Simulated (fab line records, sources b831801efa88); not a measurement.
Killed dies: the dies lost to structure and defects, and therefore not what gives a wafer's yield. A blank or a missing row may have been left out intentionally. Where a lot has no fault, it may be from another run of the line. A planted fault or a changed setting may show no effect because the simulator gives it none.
Matching of chambers / flow sfq line / SFQ_TRILAYER_I0_DEP_PECVD_027 on pecvd-03 has 3 sister chambers
The step deposits SiO2 from SiH4/N2O, time 111.11 s, target thk 500 nm. 15 wafers are shown with their chamber, then 7 later ones without.

## WAFERS PAIRED WITH THEIR CHAMBERS
wafer=L213.1; chamber=1; throttle valve pct (%)=22.3; heater power w (W)=110; run length s (s)=139.7
wafer=L213.3; chamber=0; throttle valve pct (%)=22.4; heater power w (W)=106; run length s (s)=140.1
wafer=L213.6; chamber=2; throttle valve pct (%)=23.9; heater power w (W)=94; run length s (s)=139.1
wafer=L216.3; chamber=2; throttle valve pct (%)=24.2; heater power w (W)=94; run length s (s)=139.0
wafer=L216.4; chamber=1; throttle valve pct (%)=22.5; heater power w (W)=114; run length s (s)=139.6
wafer=L216.6; chamber=2; throttle valve pct (%)=24.0; heater power w (W)=92; run length s (s)=139.0
wafer=L218.1; chamber=1; throttle valve pct (%)=22.7; heater power w (W)=104; run length s (s)=139.4
wafer=L218.6; chamber=2; throttle valve pct (%)=24.4; heater power w (W)=90; run length s (s)=139.5
wafer=L219.1; chamber=1; throttle valve pct (%)=22.4; heater power w (W)=121; run length s (s)=139.5
wafer=L220.1; chamber=1; throttle valve pct (%)=22.5; heater power w (W)=116; run length s (s)=139.4
wafer=L228.3; chamber=1; throttle valve pct (%)=22.8; heater power w (W)=108; run length s (s)=139.7
wafer=L228.5; chamber=1; throttle valve pct (%)=22.9; heater power w (W)=113; run length s (s)=139.8
wafer=L228.6; chamber=0; throttle valve pct (%)=22.4; heater power w (W)=95; run length s (s)=140.0
wafer=L234.2; chamber=0; throttle valve pct (%)=22.4; heater power w (W)=110; run length s (s)=139.6
wafer=L234.3; chamber=1; throttle valve pct (%)=23.0; heater power w (W)=110; run length s (s)=139.7

SIGNATURES (means of the wafers above)
reading=throttle valve pct; chamber 0=22.400; chamber 1=22.637; chamber 2=24.125; scatter within a chamber=0.221
reading=heater power w; chamber 0=103.67; chamber 1=112.00; chamber 2=92.50; scatter within a chamber=5.18
reading=run length s; chamber 0=139.900; chamber 1=139.600; chamber 2=139.150; scatter within a chamber=0.198
Rule: a wafer lies at a distance from a chamber equal to the root of the sum of squares, over the readings, of (its reading less the chamber's mean, divided by the reading's scatter). The wafer belongs to the nearest chamber; if the next one is less than 2 further off, it can't be placed. The scatter: the root of (the sum of the squares of (reading less its chamber's mean) over the shown wafers, divided by (wafers less chambers)).

## WAFERS WITHOUT THEIR CHAMBER
wafer=L234.4; throttle valve pct (%)=22.4; heater power w (W)=88; run length s (s)=140.2
wafer=L235.1; throttle valve pct (%)=24.7; heater power w (W)=89; run length s (s)=139.0
wafer=L235.3; throttle valve pct (%)=22.3; heater power w (W)=103; run length s (s)=139.6
wafer=L235.4; throttle valve pct (%)=22.4; heater power w (W)=105; run length s (s)=139.7
wafer=L236.2; throttle valve pct (%)=22.4; heater power w (W)=90; run length s (s)=139.9
wafer=L236.5; throttle valve pct (%)=22.6; heater power w (W)=96; run length s (s)=140.0
wafer=L236.6; throttle valve pct (%)=23.1; heater power w (W)=110; run length s (s)=139.8

## CHAMBER TAKEN BY EACH
wafer=L234.4; from the rows above=0; in truth=0
wafer=L235.1; from the rows above=2; in truth=2
wafer=L235.3; from the rows above=can't be placed: 0 or 1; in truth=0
wafer=L235.4; from the rows above=can't be placed: 0 or 1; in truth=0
wafer=L236.2; from the rows above=can't be placed: 0 or 1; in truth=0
wafer=L236.5; from the rows above=can't be placed: 0 or 1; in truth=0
wafer=L236.6; from the rows above=can't be placed: 1 or 0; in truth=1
Placed correctly: 2 of 7. Unplaceable from these rows: 5, with the true chamber sitting among the candidates in 5. Placed wrongly: 0.
